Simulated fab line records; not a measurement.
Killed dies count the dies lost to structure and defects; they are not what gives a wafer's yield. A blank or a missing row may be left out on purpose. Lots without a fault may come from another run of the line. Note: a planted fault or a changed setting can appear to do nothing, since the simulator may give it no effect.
Which of the tools did it? / flow sky130 / 12 lots, 36 wafers sampled, at 3 steps of a route of 708

## WHAT THE GAUGES READ, wafer by wafer
SKY_METAL2_OVL_MEAS_16.
lot=L191; measured=day 34 17:37; on=overlay-02; METAL2_OVL (nm)=-8 -1 1
lot=L192; measured=day 35 23:07; on=overlay-01; METAL2_OVL (nm)=2 0 -4
lot=L195; measured=day 37 13:52; on=overlay-02; METAL2_OVL (nm)=-11 -10 -12
lot=L196; measured=day 37 15:10; on=overlay-01; METAL2_OVL (nm)=7 4 1
lot=L198; measured=day 37 17:28; on=overlay-01; METAL2_OVL (nm)=7 1 -4
lot=L197; measured=day 37 18:19; on=overlay-01; METAL2_OVL (nm)=-3 -3 0
lot=L200; measured=day 37 19:46; on=overlay-01; METAL2_OVL (nm)=10 5 8
lot=L202; measured=day 38 14:58; on=overlay-02; METAL2_OVL (nm)=0 3 11
lot=L205; measured=day 39 17:01; on=overlay-02; METAL2_OVL (nm)=2 -9 1
lot=L209; measured=day 41 05:16; on=overlay-01; METAL2_OVL (nm)=-1 -1 -4
lot=L210; measured=day 41 10:55; on=overlay-01; METAL2_OVL (nm)=-3 -1 6
lot=L213; measured=day 41 20:35; on=overlay-01; METAL2_OVL (nm)=-3 -4 -2

SKY_VIA2_CD_MEAS_12: target cd 200 nm.
lot=L191; measured=day 35 21:08; on=cd_sem-02; cd_nm (nm)=199.4 198.5 199.7
lot=L192; measured=day 37 02:02; on=cd_sem-01; cd_nm (nm)=198.8 197.2 197.5
lot=L195; measured=day 38 16:16; on=cd_sem-02; cd_nm (nm)=199.7 198.6 200.9
lot=L196; measured=day 38 17:53; on=cd_sem-02; cd_nm (nm)=200.6 200.5 199.8
lot=L198; measured=day 38 19:47; on=cd_sem-02; cd_nm (nm)=200.2 200.4 200.5
lot=L197; measured=day 38 20:32; on=cd_sem-02; cd_nm (nm)=199.8 200.2 200.9
lot=L200; measured=day 38 22:23; on=cd_sem-02; cd_nm (nm)=199.7 198.7 199.8
lot=L202; measured=day 39 17:53; on=cd_sem-01; cd_nm (nm)=201.2 200.4 201.1
lot=L205; measured=day 40 19:13; on=cd_sem-02; cd_nm (nm)=202.2 201.0 201.6
lot=L209; measured=day 42 05:56; on=cd_sem-02; cd_nm (nm)=200.7 199.4 201.8
lot=L210; measured=day 42 11:33; on=cd_sem-01; cd_nm (nm)=200.3 198.8 198.9
lot=L213; measured=day 42 21:14; on=cd_sem-02; cd_nm (nm)=199.9 200.4 199.2

SKY_VIA2_OVL_MEAS_13.
lot=L191; measured=day 35 21:16; on=overlay-01; VIA2_OVL (nm)=4 4 6
lot=L192; measured=day 37 02:07; on=overlay-02; VIA2_OVL (nm)=6 5 1
lot=L195; measured=day 38 16:22; on=overlay-02; VIA2_OVL (nm)=7 -13 1
lot=L196; measured=day 38 18:01; on=overlay-01; VIA2_OVL (nm)=3 13 9
lot=L198; measured=day 38 19:55; on=overlay-01; VIA2_OVL (nm)=7 6 0
lot=L197; measured=day 38 20:39; on=overlay-01; VIA2_OVL (nm)=-8 6 2
lot=L200; measured=day 38 22:31; on=overlay-01; VIA2_OVL (nm)=-8 -7 -7
lot=L202; measured=day 39 18:01; on=overlay-01; VIA2_OVL (nm)=0 -2 1
lot=L205; measured=day 40 19:19; on=overlay-01; VIA2_OVL (nm)=0 -1 -3
lot=L209; measured=day 42 06:01; on=overlay-02; VIA2_OVL (nm)=6 -11 -9
lot=L210; measured=day 42 11:40; on=overlay-02; VIA2_OVL (nm)=-10 -9 -3
lot=L213; measured=day 42 21:19; on=overlay-02; VIA2_OVL (nm)=-10 -3 -3

## WHAT TOOL EACH LOT RAN ON (gives the tool, then ch and the chambers of the sampled wafers, and finally the start)
No process step before these readings appears in the record.

## AS READ BY THE TOOLS THEMSELVES (means over the sampled wafers that have a number; for cases with no such wafer, the mark the record gives instead)
The record holds no such reading with a usual standard deviation.

## THE ANSWER, worked out from the rows above alone
Rule: usual is defined by the lots themselves. Put in order of their means at a reading, lots are off if they are a third of the lots or fewer, leave a main group of 4 or more, and stand apart from it by a gap of 3 or more times the standard deviation of the main group's means; of several such gaps the widest counts. A main group whose means are all the same, to the digits that the tables above print for the reading, isn't used. Also off: a lot with no number at a reading for which 4 or more lots have one. Any other lot the step has rows for is counted as sound. After the gauges, taken in route order, come the tools' own readings; for these a lot's mean is taken, as printed above. The first step at which some lot is off is used, and at that step the reading that is off furthest; a lot without a number counts as furthest.
No lot is off at any reading shown: from this, nothing can be told.

## WHAT THE SIMULATOR HAD INSERTED
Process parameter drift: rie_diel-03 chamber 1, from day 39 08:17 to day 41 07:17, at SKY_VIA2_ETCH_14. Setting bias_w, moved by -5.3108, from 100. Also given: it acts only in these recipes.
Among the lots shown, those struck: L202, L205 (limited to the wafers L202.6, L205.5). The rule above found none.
